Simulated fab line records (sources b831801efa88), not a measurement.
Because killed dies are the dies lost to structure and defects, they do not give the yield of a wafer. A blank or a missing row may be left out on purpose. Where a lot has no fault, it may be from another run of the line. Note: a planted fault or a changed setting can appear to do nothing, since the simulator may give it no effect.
Which tool did it?	flow gf180mcu	39 wafers from 13 lots sampled at 4 of the route's 602 steps

WHAT THE GAUGES SHOWED, per wafer
GF_V2_RS_MEAS_24: the measuring method here is four-point-probe. Usual: V2_W_RS gives 0.329 ohm/sq (standard deviation 0.0046).
lot	measured	on	V2_W_RS (ohm/sq)	flag
L113	day 20 18:41	filmMetro-01	0.338 0.333 0.332	
L114	day 21 07:56	filmMetro-02	0.334 0.332 0.330	
L115	day 21 12:08	filmMetro-04	0.332 0.336 0.334	
L116	day 21 21:52	filmMetro-04	0.321 0.326 0.322	
L117	day 22 07:31	filmMetro-02	0.323 0.322 0.334	
L122	day 24 02:45	filmMetro-02	0.328 0.331 0.328	
L124	day 24 19:56	filmMetro-04	0.325 0.331 0.331	
L125	day 25 02:29	filmMetro-01	0.320 0.327 0.320	
L128	day 25 23:00	filmMetro-04	0.325 0.327 0.324	
L131	day 26 19:27	filmMetro-04	0.331 0.329 0.330	
L133	day 27 15:26	filmMetro-02	0.329 0.332 0.330	
L134	day 27 18:48	filmMetro-01	0.329 0.333 0.326	
L135	day 27 23:20	filmMetro-02	0.334 0.329 0.330	

GF_M3_OVL_MEAS_15. Usual: M3_OVL gives -2 nm (standard deviation 5.3).
lot	measured	on	M3_OVL (nm)	flag
L113	day 21 19:19	overlay-02	4 -5 5	
L114	day 22 08:16	overlay-02	3 4 -1	
L115	day 22 12:16	overlay-02	-2 -3 2	
L116	day 22 21:46	overlay-01	-5 -7 -7	
L117	day 23 07:26	overlay-02	3 5 4	
L122	day 25 01:41	overlay-01	-10 -10 -14	
L124	day 25 17:53	overlay-02	3 -2 -1	
L125	day 26 00:43	overlay-01	0 -6 2	
L128	day 26 20:37	overlay-01	-1 1 5	
L131	day 27 16:13	overlay-01	-6 3 2	
L133	day 28 11:40	overlay-02	-1 -1 -3	
L134	day 28 15:41	overlay-01	-2 0 5	
L135	day 28 19:37	overlay-02	-4 -7 -5	

GF_V3_CD_MEAS_14: the cd target is 260 nm. Usual: cdNm at 260.1 nm, with a standard deviation of 1.2.
lot	measured	on	cdNm (nm)	flag
L113	day 22 19:36	cdSem-01	262.0 261.5 263.2	
L114	day 23 08:12	cdSem-01	257.9 259.3 256.9	
L115	day 23 12:06	cdSem-01	261.4 260.4 260.9	
L116	day 23 21:45	cdSem-02	258.6 259.0 258.3	
L117	day 24 06:59	cdSem-02	259.7 259.7 259.6	
L122	day 25 23:26	cdSem-01	258.0 258.7 260.2	
L124	day 26 15:57	cdSem-01	265.7 267.0 267.1	OFF
L125	day 26 22:05	cdSem-01	268.9 269.4 268.4	OFF
L128	day 27 18:06	cdSem-02	259.4 261.2 260.9	
L131	day 28 12:52	cdSem-02	260.0 259.4 258.5	
L133	day 29 08:25	cdSem-02	261.4 260.2 261.0	
L134	day 29 12:11	cdSem-02	258.3 259.4 258.8	
L135	day 29 15:54	cdSem-01	261.8 261.3 261.0	

EACH LOT AND THE TOOL THAT RAN IT (in order: tool; ch and the chambers of the sampled wafers; start)
lot	GF_V3_SOFTBAKE_10
L113	lithoTrack-02 ch 0, day 22 08:00
L114	lithoTrack-02 ch 0, day 22 21:00
L115	lithoTrack-04 ch 0, day 23 00:00
L116	lithoTrack-03 ch 0, day 23 10:00
L117	lithoTrack-04 ch 0, day 23 20:00
L122	lithoTrack-04 ch 0, day 25 13:00
L124	lithoTrack-03 ch 0, day 26 05:00
L125	lithoTrack-03 ch 0, day 26 12:00
L128	lithoTrack-04 ch 0, day 27 08:00
L131	lithoTrack-02 ch 0, day 28 03:00
L133	lithoTrack-02 ch 0, day 28 23:00
L134	lithoTrack-04 ch 0, day 29 03:00
L135	lithoTrack-03 ch 0, day 29 06:00
- GF_V3_SOFTBAKE_10: time 57 s.

WHAT THE TOOLS THEMSELVES READ (means of the sampled wafers that have a number; where no wafer has one, the mark that the record gives instead)
GF_V3_SOFTBAKE_10. Usual: heaterPowerTotalW 94.63 W, standard deviation 0.076; plateTempC 129.99 C, standard deviation 0.15.
lot	tool	heaterPowerTotalW (W)	plateTempC (C)	flag
L113	lithoTrack-02	94.59	130.00	
L114	lithoTrack-02	94.67	130.11	
L115	lithoTrack-04	94.56	129.79	
L116	lithoTrack-03	94.65	129.86	
L117	lithoTrack-04	94.61	130.08	
L122	lithoTrack-04	94.63	130.17	
L124	lithoTrack-03	97.45	133.12	OFF
L125	lithoTrack-03	97.38	133.06	OFF
L128	lithoTrack-04	94.65	129.99	
L131	lithoTrack-02	94.62	130.14	
L133	lithoTrack-02	94.61	129.93	
L134	lithoTrack-04	94.58	129.82	
L135	lithoTrack-03	94.66	130.00	

THE ANSWER, worked out from the rows above alone
Rule: a lot is off if the mean of its wafers that have a number lies more than 3 standard deviations from the usual mean. Also off: a lot with no number at a reading for which 4 or more lots have one. Where the step has rows for the other lots, those lots are counted as sound. Order of review: gauges by route order, followed by the tools' own readings, for which a lot's mean as printed above is used. The first step at which some lot is off is used, and at that step the reading that is off furthest; a lot without a number counts as furthest.
Off: L124, L125 (GF_V3_CD_MEAS_14, cdNm).
If a tool, at a process step before that reading, ran all the lots that are off and no sound lot after the first of them, it fits. The gauges at GF_V3_CD_MEAS_14 aren't tried: what is off there is off at GF_V3_SOFTBAKE_10 too, on other tools, and a gauge's error can't cause that. No candidate that was tried fits.

WHAT HAD BEEN PUT IN BY THE SIMULATOR
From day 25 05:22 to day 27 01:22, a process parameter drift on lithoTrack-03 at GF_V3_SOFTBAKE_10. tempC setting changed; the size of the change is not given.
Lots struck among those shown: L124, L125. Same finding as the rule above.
